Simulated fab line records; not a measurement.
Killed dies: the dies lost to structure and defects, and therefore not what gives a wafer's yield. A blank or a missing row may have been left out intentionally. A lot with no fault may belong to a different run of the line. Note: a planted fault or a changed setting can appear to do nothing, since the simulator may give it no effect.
Matching of chambers :: flow gf180mcu :: GF_STI_CMP_25 on cmp-02: 4 sister chambers
The step polishes, stops on Si3N4, t overpolish 33 s, target thk 524.6 nm. 4 wafers are shown with their chamber, then 7 later ones without.

== WAFERS, EACH WITH ITS CHAMBER ==
wafer: L500.3
chamber: 0
motor current A (A): 12.1

wafer: L501.1
chamber: 1
motor current A (A): 11.5

wafer: L502.3
chamber: 2
motor current A (A): 13.7

wafer: L502.5
chamber: 3
motor current A (A): 14.3

== WAFERS WHOSE CHAMBER IS MISSING ==
wafer: L502.6
motor current A (A): 14.0

wafer: L504.1
motor current A (A): 13.5

wafer: L504.3
motor current A (A): 10.8

wafer: L504.4
motor current A (A): 13.9

wafer: L506.1
motor current A (A): 13.7

wafer: L506.2
motor current A (A): 11.0

wafer: L506.4
motor current A (A): 12.0

== CHAMBER TAKEN BY EACH ==
wafer: L502.6
from the rows above: can't be placed: 2 or 3
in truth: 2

wafer: L504.1
from the rows above: can't be placed: 2 or 3
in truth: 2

wafer: L504.3
from the rows above: can't be placed: 1 or 0
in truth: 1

wafer: L504.4
from the rows above: can't be placed: 2 or 3
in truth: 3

wafer: L506.1
from the rows above: can't be placed: 2 or 3
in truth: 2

wafer: L506.2
from the rows above: can't be placed: 1 or 0
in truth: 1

wafer: L506.4
from the rows above: can't be placed: 0 or 1
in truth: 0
Placed correctly: 0 of 7. Can't be placed from these rows: 7 (the true chamber is among the candidates in 7). 0 placed wrongly.
How it was worked out, from the rows above alone: a wafer's distance from a chamber is the root of the sum, over the readings, of the square of ((its reading less the chamber's mean) divided by the reading's scatter). The wafer belongs to the nearest chamber; if the next one is less than 2 further off, it can't be placed. A chamber's mean is the mean of its shown wafers. The scatter (one wafer shown for each chamber): square how far every hidden wafer sits from the nearest shown wafer, average those squares and take the square root.
